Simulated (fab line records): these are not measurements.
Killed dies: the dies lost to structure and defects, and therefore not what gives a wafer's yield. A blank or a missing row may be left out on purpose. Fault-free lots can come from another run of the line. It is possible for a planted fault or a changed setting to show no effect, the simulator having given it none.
fab line records | flow gf180mcu | part 1 of 2: steps 1 to 25 of 35
record: lots: 5 | wafers: 15 | last_day: 34
route steps=602 shown HV_LDD@190
lots untouched by any fault: they come from a run of this same line in which no faults occurred
start_h: the number of hours between the record's first day and the start of the first shown wafer of the lot | wait_h: hours elapsed since this lot's preceding step | " repeats the value in the row above | L1.1+2: a row that stands for several wafers | - no value, or no start was given | * or withheld: withheld | < > ~ a bound
route shown NAME@n: names a module that has steps shown in the file, with the first one's number in the route | usual: average and standard deviation across the fault-free wafers | same: alike in all rows | chamber/n: place in a boat | sites: per-site readings | _std_site: the standard deviation of these | _edge_site: outer sites' mean less inner sites' | radius_mm: for every site, how far away it sits from the centre of the wafer | mask NAME#n: copy n | behind: tool/chamber where the wafer was last shaped | hold: why the lot went on hold/how many hours it stayed there/how the hold came to an end | device: the transistor (n, p or np) that didn't switch | end of line: the route-end tests of the same wafers | for a step that has no rows: nothing shown but its recipe | killed: not the wafer's yield, but the dies lost to structure and defects at the first sort | map: per-die view of a wafer (x killed, . not killed, _ where there is no die)
set.NAME: the run value of the setting; set.NAME@STEP: its run value at that earlier step | model.NAME: the simulator's own value behind a step, which no gauge read
lots at some steps of the route; a table a step, a row a wafer
services: from which hour (start_h, from the record's first day; less than 0 if before it) a tool's chamber was out of use, for how many hours, and why
== steps ==
step: GF_HV_LDD_COAT_14
recipe: resist: NOVOLAK | spin_rpm: 3000 | resist_thk_nm: 1000
usual: chill_plate_temp_C: 23.00/0.1 | dispense_pressure_kPa: 51.2/2.7
lot.wafer | tool           | chamber | start_h | wait_h | chill_plate_temp_C | dispense_pressure_kPa
L079.1    | litho_track-02 | 0       | 261.16  | 0.1    | 22.81              | 48.0
L079.3    | "              | 0       | "       | "      | 22.99              | 48.1
L079.6    | "              | 0       | "       | "      | 23.03              | 48.1
L080.2    | litho_track-04 | 0       | 267.82  | 0.1    | 22.84              | 49.2
L080.3    | "              | 0       | "       | "      | 22.92              | 49.2
L080.6    | "              | 0       | "       | "      | 22.82              | 49.2
L084.1    | litho_track-02 | 0       | 296.76  | 0.1    | 22.94              | 48.1
L084.4    | "              | 0       | "       | "      | 22.93              | 48.1
L084.6    | "              | 0       | "       | "      | 23.05              | 48.0
L091.1    | litho_track-04 | 0       | 368.20  | 0.1    | 22.99              | 49.1
L091.2    | "              | 0       | "       | "      | 23.02              | 49.1
L091.4    | "              | 0       | "       | "      | 22.98              | 49.1
L097.3    | litho_track-02 | 0       | 412.50  | 0.1    | 22.96              | 48.1
L097.5    | "              | 0       | "       | "      | 22.89              | 48.0
L097.6    | "              | 0       | "       | "      | 22.90              | 48.0
step: GF_HV_LDD_SOFTBAKE_15
recipe: temp_c: 90 | time_s: 60 | resist: NOVOLAK
usual: chill_plate_temp_C: 23.00/0.095
lot.wafer | tool           | chamber | start_h | wait_h | chill_plate_temp_C
L079.1    | litho_track-02 | 0       | 261.31  | 0.1    | 22.93
L079.3    | "              | 0       | "       | "      | 22.95
L079.6    | "              | 0       | "       | "      | 23.05
L080.2    | litho_track-04 | 0       | 267.97  | 0.1    | 22.86
L080.3    | "              | 0       | "       | "      | 22.97
L080.6    | "              | 0       | "       | "      | 23.02
L084.1    | litho_track-02 | 0       | 296.91  | 0.1    | 22.85
L084.4    | "              | 0       | "       | "      | 23.01
L084.6    | "              | 0       | "       | "      | 23.02
L091.1    | litho_track-04 | 0       | 368.35  | 0.1    | 22.93
L091.2    | "              | 0       | "       | "      | 23.06
L091.4    | "              | 0       | "       | "      | 22.96
L097.3    | litho_track-02 | 0       | 412.65  | 0.1    | 23.03
L097.5    | "              | 0       | "       | "      | 23.16
L097.6    | "              | 0       | "       | "      | 22.99
step: GF_HV_LDD_EXPOSE_16
recipe: mask_id: Pplus_LV_AREA | target_cd_nm: 400 | na: 0.6 | source_shape: conventional | sigma_outer: 0.6 | dose_mj: 140
lot.wafer  | tool             | chamber | start_h | wait_h | mask
L079.1+3+6 | iline_stepper-01 | 0       | -       | -      | Pplus_LV_AREA#0
L080.2+3+6 | iline_stepper-01 | 0       | -       | -      | Pplus_LV_AREA#0
L084.1+4+6 | iline_stepper-02 | 0       | -       | -      | Pplus_LV_AREA#0
L091.1+2+4 | iline_stepper-02 | 0       | -       | -      | Pplus_LV_AREA#0
L097.3+5+6 | iline_stepper-01 | 0       | -       | -      | Pplus_LV_AREA#0
step: GF_HV_LDD_PEB_17
recipe: temp_c: withheld | time_s: * | resist: NOVOLAK
usual: chill_plate_temp_C: *
lot.wafer | tool           | chamber | start_h | wait_h | chill_plate_temp_C
L079.1    | litho_track-01 | 0       | -       | -      | *
L079.3    | "              | 0       | "       | "      | *
L079.6    | "              | 0       | "       | "      | *
L080.2    | litho_track-01 | 0       | -       | -      | *
L080.3    | "              | 0       | "       | "      | *
L080.6    | "              | 0       | "       | "      | *
L084.1    | litho_track-04 | 0       | -       | -      | *
L084.4    | "              | 0       | "       | "      | *
L084.6    | "              | 0       | "       | "      | *
L091.1    | litho_track-01 | 0       | -       | -      | *
L091.2    | "              | 0       | "       | "      | *
L091.4    | "              | 0       | "       | "      | *
L097.3    | litho_track-02 | 0       | -       | -      | *
L097.5    | "              | 0       | "       | "      | *
L097.6    | "              | 0       | "       | "      | *
step: GF_HV_LDD_DEVELOP_18
recipe: develop_time_s: 60 | dev_temp_c: 23
usual: chill_plate_temp_C: 23.00/0.11
same: develop_time_s: 60
lot.wafer | tool           | chamber | start_h | wait_h | chill_plate_temp_C
L079.1    | litho_track-01 | 0       | 270.84  | 0.1    | 22.98
L079.3    | "              | 0       | "       | "      | 22.82
L079.6    | "              | 0       | "       | "      | 23.06
L080.2    | litho_track-01 | 0       | 276.96  | 0.1    | 23.02
L080.3    | "              | 0       | "       | "      | 22.87
L080.6    | "              | 0       | "       | "      | 22.90
L084.1    | litho_track-04 | 0       | 307.25  | 0.1    | 22.86
L084.4    | "              | 0       | "       | "      | 22.91
L084.6    | "              | 0       | "       | "      | 22.64
L091.1    | litho_track-01 | 0       | 379.84  | 0.1    | 22.98
L091.2    | "              | 0       | "       | "      | 23.20
L091.4    | "              | 0       | "       | "      | 22.94
L097.3    | litho_track-02 | 0       | 424.10  | 0.1    | 22.94
L097.5    | "              | 0       | "       | "      | 23.10
L097.6    | "              | 0       | "       | "      | 22.87
step: GF_HV_LDD_CD_MEAS_19
recipe: target_cd_nm: 400
usual: cd_nm: 400.3/2
lot.wafer | tool      | chamber | start_h | wait_h | cd_nm
L079.1    | cd_sem-02 | -       | 270.99  | 0.1    | 399.1
L079.3    | "         | -       | "       | "      | 398.9
L079.6    | "         | -       | "       | "      | 401.5
L080.2    | cd_sem-02 | -       | 277.11  | 0.1    | 402.3
L080.3    | "         | -       | "       | "      | 402.7
L080.6    | "         | -       | "       | "      | 402.4
L084.1    | cd_sem-01 | -       | 307.40  | 0.1    | 401.1
L084.4    | "         | -       | "       | "      | 400.0
L084.6    | "         | -       | "       | "      | 400.6
L091.1    | cd_sem-02 | -       | 379.99  | 0.1    | 399.6
L091.2    | "         | -       | "       | "      | 398.6
L091.4    | "         | -       | "       | "      | 398.7
L097.3    | cd_sem-02 | -       | 424.24  | 0.1    | 395.9
L097.5    | "         | -       | "       | "      | 396.5
L097.6    | "         | -       | "       | "      | 396.9
step: GF_HV_LDD_OVL_MEAS_20
usual: HV_LDD_01_OVL: 0.9/1
lot.wafer | tool       | chamber | start_h | wait_h | HV_LDD_01_OVL[nm]
L079.1    | overlay-02 | -       | 271.11  | 0.1    | 2.1
L079.3    | "          | -       | "       | "      | 2.0
L079.6    | "          | -       | "       | "      | 2.2
L080.2    | overlay-02 | -       | 277.21  | 0.1    | 2.3
L080.3    | "          | -       | "       | "      | 0.6
L080.6    | "          | -       | "       | "      | 2.3
L084.1    | overlay-02 | -       | 307.52  | 0.1    | 1.0
L084.4    | "          | -       | "       | "      | 0.0
L084.6    | "          | -       | "       | "      | 0.8
L091.1    | overlay-01 | -       | 380.11  | 0.1    | 0.4
L091.2    | "          | -       | "       | "      | -0.9
L091.4    | "          | -       | "       | "      | 0.3
L097.3    | overlay-01 | -       | 424.34  | 0.1    | 2.0
L097.5    | "          | -       | "       | "      | 0.8
L097.6    | "          | -       | "       | "      | 2.6
step: GF_HV_LDD_IMPLANT_21
recipe: species: BF2 | energy_kev: 25 | dose_cm2: 5e+13 | tilt_deg: 7
usual: beam_on_s: 9.98/0.22
lot.wafer | tool         | chamber | start_h | wait_h | beam_on_s
L079.1    | implanter-01 | 0       | 271.14  | 0.0    | 9.46
L079.3    | "            | 0       | "       | "      | 9.93
L079.6    | "            | 0       | "       | "      | 9.83
L080.2    | implanter-03 | 0       | 277.27  | 0.0    | 10.18
L080.3    | "            | 0       | "       | "      | 9.90
L080.6    | "            | 0       | "       | "      | 10.20
L084.1    | implanter-03 | 0       | 307.55  | 0.0    | 9.90
L084.4    | "            | 0       | "       | "      | 9.74
L084.6    | "            | 0       | "       | "      | 10.31
L091.1    | implanter-01 | 0       | 380.14  | 0.0    | 10.05
L091.2    | "            | 0       | "       | "      | 9.82
L091.4    | "            | 0       | "       | "      | 9.73
L097.3    | implanter-01 | 0       | 424.41  | 0.1    | 9.95
L097.5    | "            | 0       | "       | "      | 10.14
L097.6    | "            | 0       | "       | "      | 9.92
step: GF_HV_LDD_STRIP_22
recipe: chemistry: O2/N2 | power_w: 1400 | pressure_mtorr: 1500 | platen_temp_c: 250 | o2_flow_sccm: 3000 | n2_flow_sccm: 300 | overash_fraction: 0.5
usual: drypump_motor_current_A: 6.0/0.4 | heater_power_w: 305/10 | oes_product_au: 0.716/0.0045 | strip_time_to_endpoint_s: 12.62/0.036
lot.wafer | tool            | chamber | start_h | wait_h | drypump_motor_current_A | heater_power_w | oes_product_au | rf_hours_counter_h | strip_time_to_endpoint_s
L079.1    | plasma_asher-03 | 1       | 271.29  | 0.1    | 6.6                     | 311            | 0.711          | 46                 | 12.65
L079.3    | "               | 0       | "       | "      | 5.9                     | 305            | 0.717          | -                  | 12.62
L079.6    | "               | 0       | "       | "      | 5.9                     | 309            | 0.712          | -                  | 12.59
L080.2    | plasma_asher-03 | 1       | 277.39  | 0.1    | 6.6                     | 297            | 0.710          | 47                 | 12.61
L080.3    | "               | 0       | "       | "      | 5.9                     | 313            | 0.715          | -                  | 12.63
L080.6    | "               | 0       | "       | "      | 5.9                     | 318            | 0.716          | -                  | 12.66
L084.1    | plasma_asher-03 | 0       | 307.70  | 0.1    | 5.9                     | 319            | 0.711          | 50                 | 12.65
L084.4    | "               | 1       | "       | "      | 6.5                     | 303            | 0.723          | -                  | 12.62
L084.6    | "               | 0       | "       | "      | 5.9                     | 318            | 0.715          | -                  | 12.64
L091.1    | plasma_asher-03 | 0       | 380.29  | 0.1    | 5.9                     | 313            | 0.721          | 56                 | 12.63
L091.2    | "               | 1       | "       | "      | 6.6                     | 304            | 0.719          | 56                 | 12.64
L091.4    | "               | 0       | "       | "      | 5.9                     | 306            | 0.709          | -                  | 12.60
L097.3    | plasma_asher-03 | 1       | 424.54  | 0.1    | 6.6                     | 306            | 0.714          | -                  | 12.67
L097.5    | "               | 1       | "       | "      | 6.6                     | 302            | 0.708          | -                  | 12.66
L097.6    | "               | 0       | "       | "      | 5.9                     | 319            | 0.716          | -                  | 12.68
step: GF_HV_LDD_TW_MEAS_23
usual: HV_LDD_2_TW: 1053/18
lot.wafer | tool          | chamber | start_h | wait_h | HV_LDD_2_TW
L079.1    | film_metro-01 | -       | 271.39  | 0.1    | 1048
L079.3    | "             | -       | "       | "      | 1046
L079.6    | "             | -       | "       | "      | 1046
L080.2    | film_metro-03 | -       | 277.50  | 0.1    | 1074
L080.3    | "             | -       | "       | "      | 1073
L080.6    | "             | -       | "       | "      | 1075
L084.1    | film_metro-02 | -       | 307.80  | 0.1    | 1026
L084.4    | "             | -       | "       | "      | 1026
L084.6    | "             | -       | "       | "      | 1029
L091.1    | film_metro-01 | -       | 380.39  | 0.1    | 1042
L091.2    | "             | -       | "       | "      | 1044
L091.4    | "             | -       | "       | "      | 1041
L097.3    | film_metro-03 | -       | 424.63  | 0.1    | 1066
L097.5    | "             | -       | "       | "      | 1071
L097.6    | "             | -       | "       | "      | 1074
step: GF_HV_LDD_DEHYDRATE_24
recipe: temp_c: 200 | time_s: 60
usual: chill_plate_temp_C: 23.00/0.1
lot.wafer | tool           | chamber | start_h | wait_h | chill_plate_temp_C
L079.1    | litho_track-04 | 0       | 280.60  | 9.2    | 23.00
L079.3    | "              | 0       | "       | "      | 23.02
L079.6    | "              | 0       | "       | "      | 22.83
L080.2    | litho_track-02 | 0       | 286.83  | 9.3    | 22.99
L080.3    | "              | 0       | "       | "      | 23.03
L080.6    | "              | 0       | "       | "      | 22.99
L084.1    | litho_track-04 | 0       | 317.00  | 9.2    | 23.08
L084.4    | "              | 0       | "       | "      | 23.00
L084.6    | "              | 0       | "       | "      | 23.00
L091.1    | litho_track-01 | 0       | 390.84  | 10.4   | 22.97
L091.2    | "              | 0       | "       | "      | 23.08
L091.4    | "              | 0       | "       | "      | 23.02
L097.3    | litho_track-02 | 0       | 435.50  | 10.9   | 22.84
L097.5    | "              | 0       | "       | "      | 22.88
L097.6    | "              | 0       | "       | "      | 22.79
step: GF_HV_LDD_HMDS_25
recipe: prime_time_s: 60 | prime_temp_c: 120
usual: chill_plate_temp_C: 23.02/0.12
lot.wafer | tool           | chamber | start_h | wait_h | chill_plate_temp_C
L079.1    | litho_track-04 | 0       | 280.75  | 0.1    | 23.20
L079.3    | "              | 0       | "       | "      | 23.08
L079.6    | "              | 0       | "       | "      | 23.11
L080.2    | litho_track-02 | 0       | 286.98  | 0.1    | 23.01
L080.3    | "              | 0       | "       | "      | 23.22
L080.6    | "              | 0       | "       | "      | 23.16
L084.1    | litho_track-04 | 0       | 317.15  | 0.1    | 23.05
L084.4    | "              | 0       | "       | "      | 23.09
L084.6    | "              | 0       | "       | "      | 22.96
L091.1    | litho_track-01 | 0       | 390.99  | 0.1    | 22.97
L091.2    | "              | 0       | "       | "      | 23.00
L091.4    | "              | 0       | "       | "      | 22.96
L097.3    | litho_track-02 | 0       | 435.65  | 0.1    | 23.18
L097.5    | "              | 0       | "       | "      | 23.16
L097.6    | "              | 0       | "       | "      | 23.05
step: GF_HV_LDD_COAT_26
recipe: resist: NOVOLAK | spin_rpm: 3000 | resist_thk_nm: 1000
usual: chill_plate_temp_C: 22.99/0.097 | dispense_pressure_kPa: 50.6/2.7
lot.wafer | tool           | chamber | start_h | wait_h | chill_plate_temp_C | dispense_pressure_kPa
L079.1    | litho_track-04 | 0       | 280.90  | 0.1    | 23.06              | 49.2
L079.3    | "              | 0       | "       | "      | 22.99              | 49.2
L079.6    | "              | 0       | "       | "      | 23.03              | 49.2
L080.2    | litho_track-02 | 0       | 287.13  | 0.1    | 23.03              | 48.1
L080.3    | "              | 0       | "       | "      | 22.95              | 48.1
L080.6    | "              | 0       | "       | "      | 22.95              | 48.1
L084.1    | litho_track-04 | 0       | 317.30  | 0.1    | 22.86              | 49.2
L084.4    | "              | 0       | "       | "      | 22.93              | 49.2
L084.6    | "              | 0       | "       | "      | 22.82              | 49.3
L091.1    | litho_track-01 | 0       | 391.14  | 0.1    | 22.97              | 54.0
L091.2    | "              | 0       | "       | "      | 23.08              | 54.1
L091.4    | "              | 0       | "       | "      | 22.99              | 54.1
L097.3    | litho_track-02 | 0       | 435.80  | 0.1    | 22.97              | 48.1
L097.5    | "              | 0       | "       | "      | 22.95              | 48.0
L097.6    | "              | 0       | "       | "      | 23.09              | 48.0
step: GF_HV_LDD_SOFTBAKE_27
recipe: temp_c: 90 | time_s: 60 | resist: NOVOLAK
usual: chill_plate_temp_C: 23.00/0.12
lot.wafer | tool           | chamber | start_h | wait_h | chill_plate_temp_C
L079.1    | litho_track-04 | 0       | 281.05  | 0.1    | 23.05
L079.3    | "              | 0       | "       | "      | 22.96
L079.6    | "              | 0       | "       | "      | 22.92
L080.2    | litho_track-02 | 0       | 287.28  | 0.1    | 23.10
L080.3    | "              | 0       | "       | "      | 22.98
L080.6    | "              | 0       | "       | "      | 22.98
L084.1    | litho_track-04 | 0       | 317.45  | 0.1    | 23.10
L084.4    | "              | 0       | "       | "      | 23.18
L084.6    | "              | 0       | "       | "      | 23.11
L091.1    | litho_track-01 | 0       | 391.29  | 0.1    | 22.96
L091.2    | "              | 0       | "       | "      | 22.91
L091.4    | "              | 0       | "       | "      | 23.04
L097.3    | litho_track-02 | 0       | 435.95  | 0.1    | 23.05
L097.5    | "              | 0       | "       | "      | 23.11
L097.6    | "              | 0       | "       | "      | 22.94
step: GF_HV_LDD_EXPOSE_28
recipe: mask_id: Nplus_HV_AREA | target_cd_nm: 400 | na: 0.6 | source_shape: conventional | sigma_outer: 0.6 | dose_mj: 140
lot.wafer  | tool             | chamber | start_h | wait_h | mask
L079.1+3+6 | iline_stepper-01 | 0       | -       | -      | Nplus_HV_AREA#0
L080.2+3+6 | iline_stepper-01 | 0       | -       | -      | Nplus_HV_AREA#0
L084.1+4+6 | iline_stepper-02 | 0       | -       | -      | Nplus_HV_AREA#0
L091.1+2+4 | iline_stepper-02 | 0       | -       | -      | Nplus_HV_AREA#0
L097.3+5+6 | iline_stepper-02 | 0       | -       | -      | Nplus_HV_AREA#0
step: GF_HV_LDD_PEB_29
recipe: temp_c: withheld | time_s: * | resist: NOVOLAK
usual: chill_plate_temp_C: *
lot.wafer | tool           | chamber | start_h | wait_h | chill_plate_temp_C
L079.1    | litho_track-04 | 0       | -       | -      | *
L079.3    | "              | 0       | "       | "      | *
L079.6    | "              | 0       | "       | "      | *
L080.2    | litho_track-02 | 0       | -       | -      | *
L080.3    | "              | 0       | "       | "      | *
L080.6    | "              | 0       | "       | "      | *
L084.1    | litho_track-04 | 0       | -       | -      | *
L084.4    | "              | 0       | "       | "      | *
L084.6    | "              | 0       | "       | "      | *
L091.1    | litho_track-04 | 0       | -       | -      | *
L091.2    | "              | 0       | "       | "      | *
L091.4    | "              | 0       | "       | "      | *
L097.3    | litho_track-04 | 0       | -       | -      | *
L097.5    | "              | 0       | "       | "      | *
L097.6    | "              | 0       | "       | "      | *
step: GF_HV_LDD_DEVELOP_30
recipe: develop_time_s: 60 | dev_temp_c: 23
usual: chill_plate_temp_C: 23.01/0.095
same: develop_time_s: 60
lot.wafer | tool           | chamber | start_h | wait_h | chill_plate_temp_C
L079.1    | litho_track-04 | 0       | 290.85  | 0.1    | 22.85
L079.3    | "              | 0       | "       | "      | 22.83
L079.6    | "              | 0       | "       | "      | 22.88
L080.2    | litho_track-02 | 0       | 296.33  | 0.1    | 23.08
L080.3    | "              | 0       | "       | "      | 23.00
L080.6    | "              | 0       | "       | "      | 22.87
L084.1    | litho_track-04 | 0       | 327.90  | 0.1    | 23.01
L084.4    | "              | 0       | "       | "      | 23.04
L084.6    | "              | 0       | "       | "      | 22.94
L091.1    | litho_track-04 | 0       | 403.20  | 0.1    | 23.03
L091.2    | "              | 0       | "       | "      | 23.03
L091.4    | "              | 0       | "       | "      | 23.13
L097.3    | litho_track-04 | 0       | 447.85  | 0.1    | 23.08
L097.5    | "              | 0       | "       | "      | 23.11
L097.6    | "              | 0       | "       | "      | 23.02
step: GF_HV_LDD_CD_MEAS_31
recipe: target_cd_nm: 400
usual: cd_nm: 399.8/2.1
lot.wafer | tool      | chamber | start_h | wait_h | cd_nm
L079.1    | cd_sem-01 | -       | 291.00  | 0.1    | 398.2
L079.3    | "         | -       | "       | "      | 398.0
L079.6    | "         | -       | "       | "      | 398.6
L080.2    | cd_sem-01 | -       | 296.48  | 0.1    | 402.0
L080.3    | "         | -       | "       | "      | 401.2
L080.6    | "         | -       | "       | "      | 401.7
L084.1    | cd_sem-01 | -       | 328.05  | 0.1    | 399.3
L084.4    | "         | -       | "       | "      | 399.3
L084.6    | "         | -       | "       | "      | 401.9
L091.1    | cd_sem-02 | -       | 403.35  | 0.1    | 399.2
L091.2    | "         | -       | "       | "      | 396.7
L091.4    | "         | -       | "       | "      | 400.1
L097.3    | cd_sem-01 | -       | 447.99  | 0.1    | 398.5
L097.5    | "         | -       | "       | "      | 397.1
L097.6    | "         | -       | "       | "      | 397.5
step: GF_HV_LDD_OVL_MEAS_32
usual: HV_LDD_02_OVL: 0.1/1.6
lot.wafer | tool       | chamber | start_h | wait_h | HV_LDD_02_OVL[nm]
L079.1    | overlay-02 | -       | 291.12  | 0.1    | -0.3
L079.3    | "          | -       | "       | "      | -1.6
L079.6    | "          | -       | "       | "      | 0.8
L080.2    | overlay-01 | -       | 296.58  | 0.1    | -1.6
L080.3    | "          | -       | "       | "      | -1.8
L080.6    | "          | -       | "       | "      | -0.7
L084.1    | overlay-02 | -       | 328.17  | 0.1    | 0.2
L084.4    | "          | -       | "       | "      | 0.2
L084.6    | "          | -       | "       | "      | 1.3
L091.1    | overlay-02 | -       | 403.47  | 0.1    | 0.2
L091.2    | "          | -       | "       | "      | 0.0
L091.4    | "          | -       | "       | "      | 0.4
L097.3    | overlay-02 | -       | 448.08  | 0.1    | 2.9
L097.5    | "          | -       | "       | "      | 0.2
L097.6    | "          | -       | "       | "      | 0.8
step: GF_HV_LDD_IMPLANT_33
recipe: species: P | energy_kev: 60 | dose_cm2: 7.5e+12 | tilt_deg: 30 | rotation_deg: 0
usual: beam_on_s: 10.01/0.2 | rotation_deg: -0.001/0.017
lot.wafer | tool         | chamber | start_h | wait_h | beam_on_s | rotation_deg
L079.1    | implanter-02 | 0       | 291.16  | 0.0    | 10.30     | -0.018
L079.3    | "            | 0       | "       | "      | 10.05     | -0.016
L079.6    | "            | 0       | "       | "      | 10.26     | -0.022
L080.2    | implanter-03 | 0       | 296.64  | 0.0    | 10.18     | -0.008
L080.3    | "            | 0       | "       | "      | 9.87      | -0.022
L080.6    | "            | 0       | "       | "      | 10.22     | -0.025
L084.1    | implanter-03 | 0       | 328.20  | 0.0    | 9.79      | 0.016
L084.4    | "            | 0       | "       | "      | 10.00     | -0.003
L084.6    | "            | 0       | "       | "      | 10.14     | 0.010
L091.1    | implanter-01 | 0       | 403.50  | 0.0    | 9.91      | 0.005
L091.2    | "            | 0       | "       | "      | 9.93      | -0.014
L091.4    | "            | 0       | "       | "      | 10.16     | 0.014
L097.3    | implanter-02 | 0       | 448.15  | 0.1    | 9.87      | 0.015
L097.5    | "            | 0       | "       | "      | 10.63     | 0.015
L097.6    | "            | 0       | "       | "      | 9.85      | 0.015
step: GF_HV_LDD_IMPLANT_34
recipe: species: P | energy_kev: 60 | dose_cm2: 7.5e+12 | tilt_deg: 30 | rotation_deg: 90
usual: beam_on_s: 10.01/0.18 | rotation_deg: 90.000/0.022
lot.wafer | tool         | chamber | start_h | wait_h | beam_on_s | rotation_deg
L079.1    | implanter-02 | 0       | 291.31  | 0.1    | 9.89      | 90.004
L079.3    | "            | 0       | "       | "      | 9.98      | 89.999
L079.6    | "            | 0       | "       | "      | 9.97      | 89.964
L080.2    | implanter-03 | 0       | 296.79  | 0.1    | 9.83      | 89.992
L080.3    | "            | 0       | "       | "      | 10.09     | 89.992
L080.6    | "            | 0       | "       | "      | 10.28     | 90.029
L084.1    | implanter-03 | 0       | 328.35  | 0.1    | 9.93      | 90.041
L084.4    | "            | 0       | "       | "      | 9.89      | 90.031
L084.6    | "            | 0       | "       | "      | 10.38     | 90.015
L091.1    | implanter-01 | 0       | 403.65  | 0.1    | 9.91      | 89.993
L091.2    | "            | 0       | "       | "      | 10.06     | 89.995
L091.4    | "            | 0       | "       | "      | 9.84      | 90.008
L097.3    | implanter-02 | 0       | 448.30  | 0.1    | 9.90      | 90.040
L097.5    | "            | 0       | "       | "      | 9.99      | 90.019
L097.6    | "            | 0       | "       | "      | 9.74      | 90.003
step: GF_HV_LDD_IMPLANT_35
recipe: species: P | energy_kev: 60 | dose_cm2: 7.5e+12 | tilt_deg: 30 | rotation_deg: 180
usual: beam_on_s: 10.00/0.18 | rotation_deg: 180.00/0.032
lot.wafer | tool         | chamber | start_h | wait_h | beam_on_s | rotation_deg
L079.1    | implanter-02 | 0       | 291.46  | 0.1    | 9.84      | 179.98
L079.3    | "            | 0       | "       | "      | 9.98      | 180.02
L079.6    | "            | 0       | "       | "      | 10.07     | 180.00
L080.2    | implanter-03 | 0       | 296.94  | 0.1    | 10.00     | 180.00
L080.3    | "            | 0       | "       | "      | 9.90      | 180.01
L080.6    | "            | 0       | "       | "      | 10.11     | 180.03
L084.1    | implanter-03 | 0       | 328.50  | 0.1    | 9.95      | 179.98
L084.4    | "            | 0       | "       | "      | 9.98      | 180.00
L084.6    | "            | 0       | "       | "      | 9.99      | 179.99
L091.1    | implanter-01 | 0       | 403.80  | 0.1    | 9.97      | 180.01
L091.2    | "            | 0       | "       | "      | 9.78      | 180.02
L091.4    | "            | 0       | "       | "      | 10.11     | 180.00
L097.3    | implanter-02 | 0       | 448.45  | 0.1    | 9.77      | 180.00
L097.5    | "            | 0       | "       | "      | 10.04     | 180.01
L097.6    | "            | 0       | "       | "      | 9.99      | 179.94
step: GF_HV_LDD_IMPLANT_36
recipe: species: P | energy_kev: 60 | dose_cm2: 7.5e+12 | tilt_deg: 30 | rotation_deg: 270
usual: beam_on_s: 10.01/0.22 | rotation_deg: 270.00/0.046
lot.wafer | tool         | chamber | start_h | wait_h | beam_on_s | rotation_deg
L079.1    | implanter-02 | 0       | 291.61  | 0.1    | 9.99      | 270.02
L079.3    | "            | 0       | "       | "      | 10.10     | 270.05
L079.6    | "            | 0       | "       | "      | 10.06     | 269.96
L080.2    | implanter-03 | 0       | 297.09  | 0.1    | 9.74      | 270.12
L080.3    | "            | 0       | "       | "      | 10.20     | 270.00
L080.6    | "            | 0       | "       | "      | 9.84      | 269.93
L084.1    | implanter-03 | 0       | 328.65  | 0.1    | 10.27     | 270.01
L084.4    | "            | 0       | "       | "      | 9.98      | 269.99
L084.6    | "            | 0       | "       | "      | 10.02     | 269.94
L091.1    | implanter-01 | 0       | 403.95  | 0.1    | 9.74      | 269.95
L091.2    | "            | 0       | "       | "      | 10.04     | 269.99
L091.4    | "            | 0       | "       | "      | 10.55     | 269.98
L097.3    | implanter-02 | 0       | 448.60  | 0.1    | 9.93      | 270.01
L097.5    | "            | 0       | "       | "      | 9.80      | 269.96
L097.6    | "            | 0       | "       | "      | 9.76      | 269.99
step: GF_HV_LDD_STRIP_37
recipe: chemistry: O2/N2 | power_w: 1400 | pressure_mtorr: 1500 | platen_temp_c: 250 | o2_flow_sccm: 3000 | n2_flow_sccm: 300 | overash_fraction: 0.5
usual: drypump_motor_current_A: 5.9/0.42 | heater_power_w: 308/12 | oes_product_au: 0.716/0.0043 | strip_time_to_endpoint_s: 12.62/0.035
lot.wafer | tool            | chamber | start_h | wait_h | drypump_motor_current_A | heater_power_w | oes_product_au | rf_hours_counter_h | strip_time_to_endpoint_s
L079.1    | plasma_asher-03 | 1       | 291.76  | 0.1    | 6.6                     | 296            | 0.713          | 49                 | 12.64
L079.3    | "               | 1       | "       | "      | 6.6                     | 312            | 0.712          | -                  | 12.59
L079.6    | "               | 1       | "       | "      | 6.6                     | 309            | 0.712          | -                  | 12.64
L080.2    | plasma_asher-02 | 0       | 297.21  | 0.1    | 5.3                     | 316            | 0.709          | 68                 | 12.62
L080.3    | "               | 1       | "       | "      | 5.8                     | 323            | 0.713          | -                  | 12.65
L080.6    | "               | 0       | "       | "      | 5.2                     | 310            | 0.721          | -                  | 12.64
L084.1    | plasma_asher-02 | 0       | 328.80  | 0.1    | 5.3                     | 309            | 0.717          | 71                 | 12.72
L084.4    | "               | 0       | "       | "      | 5.2                     | 309            | 0.713          | -                  | 12.69
L084.6    | "               | 0       | "       | "      | 5.2                     | 317            | 0.710          | -                  | 12.69
L091.1    | plasma_asher-03 | 0       | 404.10  | 0.1    | 5.9                     | 325            | 0.717          | 58                 | 12.57
L091.2    | "               | 1       | "       | "      | 6.6                     | 300            | 0.725          | 58                 | 12.55
L091.4    | "               | 0       | "       | "      | 5.9                     | 327            | 0.714          | -                  | 12.57
L097.3    | plasma_asher-01 | 0       | 448.74  | 0.1    | 6.0                     | 302            | 0.710          | -                  | 12.62
L097.5    | "               | 0       | "       | "      | 6.0                     | 308            | 0.715          | -                  | 12.63
L097.6    | "               | 1       | "       | "      | 5.5                     | 278            | 0.717          | -                  | 12.66
step: GF_HV_LDD_TW_MEAS_38
usual: HV_LDD_3_TW: 1425/25
lot.wafer | tool          | chamber | start_h | wait_h | HV_LDD_3_TW
L079.1    | film_metro-01 | -       | 291.86  | 0.1    | 1415
L079.3    | "             | -       | "       | "      | 1426
L079.6    | "             | -       | "       | "      | 1421
L080.2    | film_metro-02 | -       | 297.32  | 0.1    | 1394
L080.3    | "             | -       | "       | "      | 1385
L080.6    | "             | -       | "       | "      | 1393
L084.1    | film_metro-03 | -       | 328.90  | 0.1    | 1466
L084.4    | "             | -       | "       | "      | 1458
L084.6    | "             | -       | "       | "      | 1457
L091.1    | film_metro-03 | -       | 404.20  | 0.1    | 1462
L091.2    | "             | -       | "       | "      | 1467
L091.4    | "             | -       | "       | "      | 1463
L097.3    | film_metro-01 | -       | 448.82  | 0.1    | 1421
L097.5    | "             | -       | "       | "      | 1424
L097.6    | "             | -       | "       | "      | 1419
